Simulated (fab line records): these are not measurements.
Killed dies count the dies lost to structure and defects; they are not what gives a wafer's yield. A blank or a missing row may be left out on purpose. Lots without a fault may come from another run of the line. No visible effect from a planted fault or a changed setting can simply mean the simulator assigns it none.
fab line records | flow sky130
record lots=11 | wafers=33 | lastDay=49
route steps=708 shown NWELL@67 VT_ADJUST_NCORE@123 SONOS_TUNNEL@162
lots that met no fault: from a run of the same line without faults
startH: start of the lot's first displayed wafer, in hours after the record's first day | waitH: time in hours since the lot's previous step | " as in the row above | L1.1+2: a row that stands for several wafers | - no value, or no start given | * or withheld: withheld | < > ~ a bound
route shown NAME@n: NAME is a module with steps in the file, n the number in the route of the first one | usual: mean and standard deviation over wafers with no fault | same: alike in all rows | chamber/n: place in a boat | sites: readings site by site | _std_site: the values' standard deviation | _edge_site: outer sites' mean less inner sites' | radiusMm: for every site, how far away it sits from the centre of the wafer | mask NAME#n: copy n | behind: tool/chamber where the wafer was last shaped | hold: what put the lot on hold/how long, in hours/how the hold closed | device: whichever transistor did not switch (one of n, p or np) | end of line: at the end of the route, the tests of the same wafers | where a step has no rows: the recipe by itself | killed: the dies lost at the first sort to structure and to defects; this is not the yield of the wafer | map: the dies of a wafer, with x for killed, . for not killed, _ for no die there
set.NAME: setting as actually run; set.NAME@STEP: the setting as run at that earlier step | model.NAME: the simulator's own value behind a step, which no gauge read
one table for each step of the route and one row for each wafer, over a sample of lots
services: the hour from which a tool's chamber was out of use, counted from the record's first day as startH (under 0 if before that day), plus the number of hours and why
## steps
# step SKY_NWELL_STRIP_14
# recipe chemistry=O2/N2 | powerW=1400 | pressureMtorr=1500 | platenTempC=withheld | o2FlowSccm=3000 | n2FlowSccm=300 | overashFraction=0.5
# usual drypumpMotorCurrentA=5.8/0.38 | oesProductAu=0.723/0.0047 | stripTimeToEndpointS=36.91/0.094
lot.wafer | tool           | chamber | startH | waitH | drypumpMotorCurrentA | oesProductAu | rfHoursCounterH | stripTimeToEndpointS
L237.1    | plasmaAsher-02 | 1       | 92.12  | 0.1   | 5.1                  | 0.726        | 40              | 37.02
L237.5    | "              | 1       | "      | "     | 5.1                  | 0.717        | -               | 36.97
L237.6    | "              | 0       | "      | "     | 5.9                  | 0.725        | -               | 36.97
L238.4    | plasmaAsher-02 | 1       | 95.73  | 0.1   | 5.1                  | 0.721        | -               | 36.86
L238.5    | "              | 0       | "      | "     | 5.9                  | 0.717        | -               | 36.86
L238.6    | "              | 1       | "      | "     | 5.1                  | 0.719        | -               | 36.77
L239.4    | plasmaAsher-04 | 0       | 98.55  | 0.1   | 5.8                  | 0.727        | -               | 36.79
L239.5    | "              | 1       | "      | "     | 6.2                  | 0.728        | -               | 36.81
L239.6    | "              | 0       | "      | "     | 5.8                  | 0.714        | -               | 36.89
L242.3    | plasmaAsher-02 | 0       | 119.55 | 0.1   | 5.9                  | 0.719        | -               | 36.95
L242.4    | "              | 1       | "      | "     | 5.1                  | 0.725        | -               | 37.01
L242.5    | "              | 1       | "      | "     | 5.1                  | 0.720        | -               | 36.95
L243.1    | plasmaAsher-04 | 0       | 127.48 | 0.1   | 5.8                  | 0.726        | 1               | 37.10
L243.5    | "              | 1       | "      | "     | 6.2                  | 0.724        | -               | 37.08
L243.6    | "              | 0       | "      | "     | 5.8                  | 0.722        | -               | 36.93
L244.2    | plasmaAsher-02 | 1       | 131.99 | 0.1   | 5.1                  | 0.727        | 44              | 36.95
L244.3    | "              | 0       | "      | "     | 5.9                  | 0.732        | -               | 36.94
L244.6    | "              | 0       | "      | "     | 5.9                  | 0.720        | -               | 36.95
L245.2    | plasmaAsher-04 | 0       | 137.93 | 0.1   | 5.8                  | 0.717        | 2               | 36.82
L245.4    | "              | 1       | "      | "     | 6.2                  | 0.719        | -               | 36.84
L245.6    | "              | 1       | "      | "     | 6.2                  | 0.736        | -               | 36.75
L246.1    | plasmaAsher-02 | 1       | 140.59 | 0.1   | 5.1                  | 0.723        | 45              | 37.01
L246.4    | "              | 0       | "      | "     | 5.9                  | 0.724        | -               | 37.02
L246.6    | "              | 1       | "      | "     | 5.1                  | 0.724        | -               | 37.00
L248.2    | plasmaAsher-04 | 1       | 157.52 | 0.1   | 6.2                  | 0.718        | 4               | 36.79
L248.3    | "              | 1       | "      | "     | 6.2                  | 0.725        | -               | 36.93
L248.5    | "              | 1       | "      | "     | 6.2                  | 0.723        | -               | 36.96
L250.4    | plasmaAsher-02 | 0       | 169.15 | 0.1   | 5.9                  | 0.726        | -               | 37.05
L250.5    | "              | 1       | "      | "     | 5.1                  | 0.731        | -               | 36.95
L250.6    | "              | 0       | "      | "     | 5.9                  | 0.727        | -               | 36.98
L254.2    | plasmaAsher-01 | 0       | 191.14 | 0.1   | 5.2                  | 0.725        | 38              | 36.82
L254.4    | "              | 1       | "      | "     | 5.5                  | 0.719        | -               | 36.95
L254.5    | "              | 1       | "      | "     | 5.5                  | 0.728        | -               | 36.79
# step SKY_NWELL_STRIP_25
# recipe chemistry=O2/N2 | powerW=1400 | pressureMtorr=1500 | platenTempC=withheld | o2FlowSccm=3000 | n2FlowSccm=300 | overashFraction=0.5
# usual drypumpMotorCurrentA=5.6/0.36 | oesProductAu=0.722/0.0044 | stripTimeToEndpointS=36.93/0.13
lot.wafer | tool           | chamber | startH | waitH | drypumpMotorCurrentA | oesProductAu | rfHoursCounterH | stripTimeToEndpointS
L237.1    | plasmaAsher-02 | 1       | 109.93 | 0.1   | 5.1                  | 0.715        | 41              | 36.96
L237.5    | "              | 0       | "      | "     | 5.9                  | 0.727        | -               | 36.90
L237.6    | "              | 1       | "      | "     | 5.1                  | 0.724        | -               | 36.96
L238.4    | plasmaAsher-02 | 0       | 113.31 | 0.1   | 5.9                  | 0.724        | -               | 36.95
L238.5    | "              | 1       | "      | "     | 5.1                  | 0.716        | -               | 36.83
L238.6    | "              | 0       | "      | "     | 5.9                  | 0.720        | -               | 36.80
L239.4    | plasmaAsher-01 | 0       | 116.31 | 0.1   | 5.3                  | 0.728        | -               | 36.89
L239.5    | "              | 1       | "      | "     | 5.5                  | 0.727        | -               | 36.89
L239.6    | "              | 0       | "      | "     | 5.3                  | 0.725        | -               | 36.86
L242.3    | plasmaAsher-01 | 0       | 138.73 | 0.1   | 5.3                  | 0.718        | -               | 37.13
L242.4    | "              | 1       | "      | "     | 5.5                  | 0.732        | -               | 37.02
L242.5    | "              | 1       | "      | "     | 5.5                  | 0.720        | -               | 37.06
L243.1    | plasmaAsher-02 | 0       | 147.37 | 0.1   | 5.9                  | 0.728        | 46              | 36.91
L243.5    | "              | 0       | "      | "     | 5.9                  | 0.715        | -               | 36.86
L243.6    | "              | 1       | "      | "     | 5.1                  | 0.725        | -               | 36.83
L244.2    | plasmaAsher-01 | 0       | 151.52 | 0.1   | 5.3                  | 0.722        | 34              | 36.81
L244.3    | "              | 0       | "      | "     | 5.3                  | 0.720        | -               | 36.81
L244.6    | "              | 0       | "      | "     | 5.3                  | 0.725        | -               | 36.71
L245.2    | plasmaAsher-01 | 0       | 157.72 | 0.1   | 5.3                  | 0.729        | 35              | 36.89
L245.4    | "              | 1       | "      | "     | 5.5                  | 0.727        | -               | 36.88
L245.6    | "              | 0       | "      | "     | 5.3                  | 0.723        | -               | 36.85
L246.1    | plasmaAsher-02 | 1       | 160.59 | 0.1   | 5.1                  | 0.721        | 47              | 36.79
L246.4    | "              | 0       | "      | "     | 5.9                  | 0.713        | -               | 36.85
L246.6    | "              | 0       | "      | "     | 5.9                  | 0.724        | -               | 36.76
L248.2    | plasmaAsher-04 | 1       | 177.99 | 0.1   | 6.2                  | 0.719        | 6               | 37.03
L248.3    | "              | 0       | "      | "     | 5.8                  | 0.721        | -               | 37.03
L248.5    | "              | 1       | "      | "     | 6.2                  | 0.725        | -               | 37.06
L250.4    | plasmaAsher-04 | 0       | 190.16 | 0.1   | 5.8                  | 0.720        | -               | 37.04
L250.5    | "              | 1       | "      | "     | 6.2                  | 0.721        | -               | 37.03
L250.6    | "              | 0       | "      | "     | 5.8                  | 0.724        | -               | 37.07
L254.2    | plasmaAsher-02 | 0       | 213.17 | 0.1   | 5.8                  | 0.725        | 52              | 37.01
L254.4    | "              | 0       | "      | "     | 5.8                  | 0.727        | -               | 37.06
L254.5    | "              | 0       | "      | "     | 5.9                  | 0.718        | -               | 37.06
# step SKY_VT_ADJUST_NCORE_EXPOSE_04
# recipe maskId=LVTN_COMPLEMENT_THIN | na=0.6 | sourceShape=conventional | sigmaOuter=0.6 | polarization=unpolarized | targetCdNm=380 | doseMj=139
# usual exposureDoseMJCm2=138.98/0.13
# same sigmaOuter=0.6
lot.wafer | tool            | chamber | startH | waitH | mask                   | exposureDoseMJCm2
L237.1    | ilineStepper-02 | 0       | 178.27 | -     | LVTN_COMPLEMENT_THIN#0 | 139.08
L237.5    | "               | 0       | "      | "     | LVTN_COMPLEMENT_THIN#0 | 139.09
L237.6    | "               | 0       | "      | "     | LVTN_COMPLEMENT_THIN#0 | 139.09
L238.4    | ilineStepper-02 | 0       | 182.87 | -     | LVTN_COMPLEMENT_THIN#0 | 139.35
L238.5    | "               | 0       | "      | "     | LVTN_COMPLEMENT_THIN#0 | 138.94
L238.6    | "               | 0       | "      | "     | LVTN_COMPLEMENT_THIN#0 | 138.97
L239.4    | ilineStepper-02 | 0       | 186.27 | -     | LVTN_COMPLEMENT_THIN#0 | 138.95
L239.5    | "               | 0       | "      | "     | LVTN_COMPLEMENT_THIN#0 | 139.23
L239.6    | "               | 0       | "      | "     | LVTN_COMPLEMENT_THIN#0 | 139.32
L242.3    | ilineStepper-01 | 0       | 213.07 | -     | LVTN_COMPLEMENT_THIN#0 | 138.63
L242.4    | "               | 0       | "      | "     | LVTN_COMPLEMENT_THIN#0 | 138.79
L242.5    | "               | 0       | "      | "     | LVTN_COMPLEMENT_THIN#0 | 138.79
L243.1    | ilineStepper-01 | 0       | 222.43 | -     | LVTN_COMPLEMENT_THIN#0 | 139.09
L243.5    | "               | 0       | "      | "     | LVTN_COMPLEMENT_THIN#0 | 138.92
L243.6    | "               | 0       | "      | "     | LVTN_COMPLEMENT_THIN#0 | 139.01
L244.2    | ilineStepper-02 | 0       | 227.95 | -     | LVTN_COMPLEMENT_THIN#0 | 139.10
L244.3    | "               | 0       | "      | "     | LVTN_COMPLEMENT_THIN#0 | 139.15
L244.6    | "               | 0       | "      | "     | LVTN_COMPLEMENT_THIN#0 | 138.94
L245.2    | ilineStepper-02 | 0       | 234.34 | -     | LVTN_COMPLEMENT_THIN#0 | 138.78
L245.4    | "               | 0       | "      | "     | LVTN_COMPLEMENT_THIN#0 | 138.89
L245.6    | "               | 0       | "      | "     | LVTN_COMPLEMENT_THIN#0 | 139.02
L246.1    | ilineStepper-02 | 0       | 236.62 | -     | LVTN_COMPLEMENT_THIN#0 | 139.05
L246.4    | "               | 0       | "      | "     | LVTN_COMPLEMENT_THIN#0 | 138.93
L246.6    | "               | 0       | "      | "     | LVTN_COMPLEMENT_THIN#0 | 138.97
L248.2    | ilineStepper-02 | 0       | 256.95 | -     | LVTN_COMPLEMENT_THIN#0 | 139.09
L248.3    | "               | 0       | "      | "     | LVTN_COMPLEMENT_THIN#0 | 139.12
L248.5    | "               | 0       | "      | "     | LVTN_COMPLEMENT_THIN#0 | 139.12
L250.4    | ilineStepper-01 | 0       | 270.68 | -     | LVTN_COMPLEMENT_THIN#0 | 138.91
L250.5    | "               | 0       | "      | "     | LVTN_COMPLEMENT_THIN#0 | 138.94
L250.6    | "               | 0       | "      | "     | LVTN_COMPLEMENT_THIN#0 | 139.01
L254.2    | ilineStepper-01 | 0       | 298.87 | -     | LVTN_COMPLEMENT_THIN#0 | 138.99
L254.4    | "               | 0       | "      | "     | LVTN_COMPLEMENT_THIN#0 | 138.97
L254.5    | "               | 0       | "      | "     | LVTN_COMPLEMENT_THIN#0 | 138.88
# step SKY_VT_ADJUST_NCORE_OVL_MEAS_08
# usual VT_ADJUST_NCORE_OVL=-0.5/1.5
lot.wafer | tool       | chamber | startH | waitH | VT_ADJUST_NCORE_OVL[nm]
L237.1    | overlay-02 | -       | 187.93 | 0.1   | 2.6
L237.5    | "          | -       | "      | "     | 1.2
L237.6    | "          | -       | "      | "     | 1.3
L238.4    | overlay-01 | -       | 193.25 | 0.1   | -0.4
L238.5    | "          | -       | "      | "     | 0.7
L238.6    | "          | -       | "      | "     | 2.3
L239.4    | overlay-01 | -       | 196.81 | 0.1   | 1.3
L239.5    | "          | -       | "      | "     | 0.8
L239.6    | "          | -       | "      | "     | 0.2
L242.3    | overlay-02 | -       | 223.81 | 0.1   | 0.7
L242.4    | "          | -       | "      | "     | 0.2
L242.5    | "          | -       | "      | "     | 0.3
L243.1    | overlay-01 | -       | 233.54 | 0.1   | -3.2
L243.5    | "          | -       | "      | "     | -2.3
L243.6    | "          | -       | "      | "     | -1.6
L244.2    | overlay-01 | -       | 238.96 | 0.1   | -1.5
L244.3    | "          | -       | "      | "     | -2.7
L244.6    | "          | -       | "      | "     | -2.1
L245.2    | overlay-01 | -       | 245.45 | 0.1   | 132.5
L245.4    | "          | -       | "      | "     | 130.5
L245.6    | "          | -       | "      | "     | 133.3
L246.1    | overlay-01 | -       | 248.23 | 0.1   | 131.0
L246.4    | "          | -       | "      | "     | 132.6
L246.6    | "          | -       | "      | "     | 130.5
L248.2    | overlay-02 | -       | 268.65 | 0.1   | 129.3
L248.3    | "          | -       | "      | "     | 130.1
L248.5    | "          | -       | "      | "     | 128.2
L250.4    | overlay-02 | -       | 282.31 | 0.1   | -0.4
L250.5    | "          | -       | "      | "     | 0.6
L250.6    | "          | -       | "      | "     | 0.3
L254.2    | overlay-02 | -       | 310.80 | 0.1   | 0.9
L254.4    | "          | -       | "      | "     | -0.1
L254.5    | "          | -       | "      | "     | -1.7
# step SKY_SONOS_TUNNEL_OVL_MEAS_08
# usual SONOS_TUNNEL_OVL=0.0/1.3
lot.wafer | tool       | chamber | startH | waitH | SONOS_TUNNEL_OVL[nm]
L237.1    | overlay-01 | -       | 255.31 | 0.1   | -1.4
L237.5    | "          | -       | "      | "     | -1.5
L237.6    | "          | -       | "      | "     | -1.2
L238.4    | overlay-02 | -       | 262.26 | 0.1   | 1.8
L238.5    | "          | -       | "      | "     | -0.3
L238.6    | "          | -       | "      | "     | 0.5
L239.4    | overlay-01 | -       | 265.56 | 0.1   | -0.1
L239.5    | "          | -       | "      | "     | -0.3
L239.6    | "          | -       | "      | "     | -0.3
L242.3    | overlay-01 | -       | 295.46 | 0.1   | -1.4
L242.4    | "          | -       | "      | "     | 2.0
L242.5    | "          | -       | "      | "     | 1.8
L243.1    | overlay-01 | -       | 306.59 | 0.1   | 0.1
L243.5    | "          | -       | "      | "     | -0.2
L243.6    | "          | -       | "      | "     | 0.7
L244.2    | overlay-01 | -       | 313.81 | 0.1   | 0.6
L244.3    | "          | -       | "      | "     | 0.7
L244.6    | "          | -       | "      | "     | 1.2
L245.2    | overlay-01 | -       | 318.85 | 0.1   | -0.3
L245.4    | "          | -       | "      | "     | 1.6
L245.6    | "          | -       | "      | "     | 1.9
L246.1    | overlay-01 | -       | 321.66 | 0.1   | -1.8
L246.4    | "          | -       | "      | "     | -1.4
L246.6    | "          | -       | "      | "     | -1.9
L248.2    | overlay-02 | -       | 344.90 | 0.1   | 1.1
L248.3    | "          | -       | "      | "     | 1.2
L248.5    | "          | -       | "      | "     | 0.8
L250.4    | overlay-01 | -       | 360.51 | 0.1   | 2.3
L250.5    | "          | -       | "      | "     | 1.4
L250.6    | "          | -       | "      | "     | 2.3
L254.2    | overlay-01 | -       | 391.25 | 0.1   | -0.1
L254.4    | "          | -       | "      | "     | 0.1
L254.5    | "          | -       | "      | "     | 0.5
## services
tool            | chamber | startH | hours | kind
ilineStepper-02 | 0       | 71.95  | -     | calibration
ilineStepper-01 | -       | 86.17  | 1.7   | pm
plasmaAsher-01  | -       | 86.26  | 1.0   | repair
plasmaAsher-04  | -       | 108.75 | 9.0   | pm
plasmaAsher-04  | 0       | 108.75 | 9.0   | ventCycle
plasmaAsher-04  | 1       | 108.75 | 9.0   | ventCycle
plasmaAsher-04  | 0       | 117.75 | -     | clean
plasmaAsher-04  | 1       | 117.75 | -     | clean
ilineStepper-01 | -       | 120.23 | 8.9   | pm
plasmaAsher-01  | -       | 143.46 | 2.8   | pm
ilineStepper-01 | -       | 149.11 | 2.1   | pm
ilineStepper-01 | -       | 151.19 | -     | consumableReplace:lamp
ilineStepper-02 | -       | 162.82 | 1.7   | pm
ilineStepper-01 | -       | 177.28 | 4.3   | pm
ilineStepper-01 | 0       | 193.22 | -     | calibration
ilineStepper-01 | -       | 214.56 | 4.7   | repair
plasmaAsher-04  | -       | 260.32 | 7.4   | repair
plasmaAsher-01  | -       | 264.31 | 7.3   | repair
ilineStepper-02 | 0       | 282.42 | -     | calibration
plasmaAsher-01  | -       | 282.63 | 1.5   | repair
plasmaAsher-04  | -       | 287.19 | 1.5   | repair
## key
firstSign step=SKY_VT_ADJUST_NCORE_OVL_MEAS_08 | reading=VT_ADJUST_NCORE_OVL | direction=up | sigmas=87 | usual=-0.5 | struck=130.9
effect none on later readings
metAt SKY_VT_ADJUST_NCORE_EXPOSE_04
struckLots L245,L246,L248
testerLeftOut L245,L246,L248
notActingAt SKY_NWELL_STRIP_14,SKY_NWELL_STRIP_25,SKY_SONOS_TUNNEL_OVL_MEAS_08
onsetBetween 227.95 234.34
fault kind=scannerMatchingOverlay | tool=ilineStepper-02 | chamber=- | onsetH=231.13 | steps=SKY_VT_ADJUST_NCORE_EXPOSE_04 | offset=131.43
# testerLeftOut: of these lots the tester's yield and bins aren't shown, on N5 and GAA mostly nor the transistor test; their killed dies are dies lost to structure and defects alone, not to doping, threshold or leakage, so they don't give the yield
